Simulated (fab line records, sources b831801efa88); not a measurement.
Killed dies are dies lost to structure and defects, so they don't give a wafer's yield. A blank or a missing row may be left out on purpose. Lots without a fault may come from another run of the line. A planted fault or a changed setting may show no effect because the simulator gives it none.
Which tool did it? | flow gf180mcu | 12 lots, 36 wafers sampled, at 1 step of a route of 602

WHAT THE GAUGES READ, wafer by wafer
GF_V3_THK_MEAS_01. Usual: V3_CVD_00_THK 599 nm, standard deviation 7.4.
lot  | measured     | on            | V3_CVD_00_THK (nm) | flag
L871 | day 21 08:22 | film_metro-04 | 602 619 602        |
L872 | day 21 21:00 | film_metro-03 | 600 615 598        |
L873 | day 22 03:13 | film_metro-04 | 602 592 604        |
L874 | day 22 10:22 | film_metro-04 | 620 597 585        |
L876 | day 23 13:56 | film_metro-01 | 605 598 607        |
L877 | day 23 14:16 | film_metro-03 | 608 605 604        |
L885 | day 26 09:27 | film_metro-03 | 608 606 598        |
L887 | day 26 20:40 | film_metro-03 | 589 606 581        |
L890 | day 28 04:04 | film_metro-03 | 587 585 595        |
L891 | day 28 05:39 | film_metro-03 | 596 594 593        |
L893 | day 28 15:05 | film_metro-03 | 595 602 598        |
L894 | day 28 22:01 | film_metro-03 | 596 602 601        |

WHICH TOOL RAN EACH LOT (tool, then ch and the chambers of the sampled wafers, then the start)
The record holds no process step before these readings.

WHAT THE TOOLS THEMSELVES READ (means of the sampled wafers that have a number; where no wafer has one, the mark that the record gives instead)
The record holds no such reading with a usual standard deviation.

THE ANSWER, worked out from the rows above alone
Rule: a lot is off if the mean of its wafers that have a number lies more than 3 standard deviations from the usual mean. A lot without any number at a reading at which 4 lots or more have one is off too. The other lots that the step has rows for count as sound. The gauges are gone through in route order, then the tools' own readings, and for those a lot's mean is taken as printed above. The first step at which some lot is off is used, and at that step the reading that is off furthest; a lot without a number counts as furthest.
No lot is off at any reading shown: from this, nothing can be told.

WHAT THE SIMULATOR HAD PUT IN
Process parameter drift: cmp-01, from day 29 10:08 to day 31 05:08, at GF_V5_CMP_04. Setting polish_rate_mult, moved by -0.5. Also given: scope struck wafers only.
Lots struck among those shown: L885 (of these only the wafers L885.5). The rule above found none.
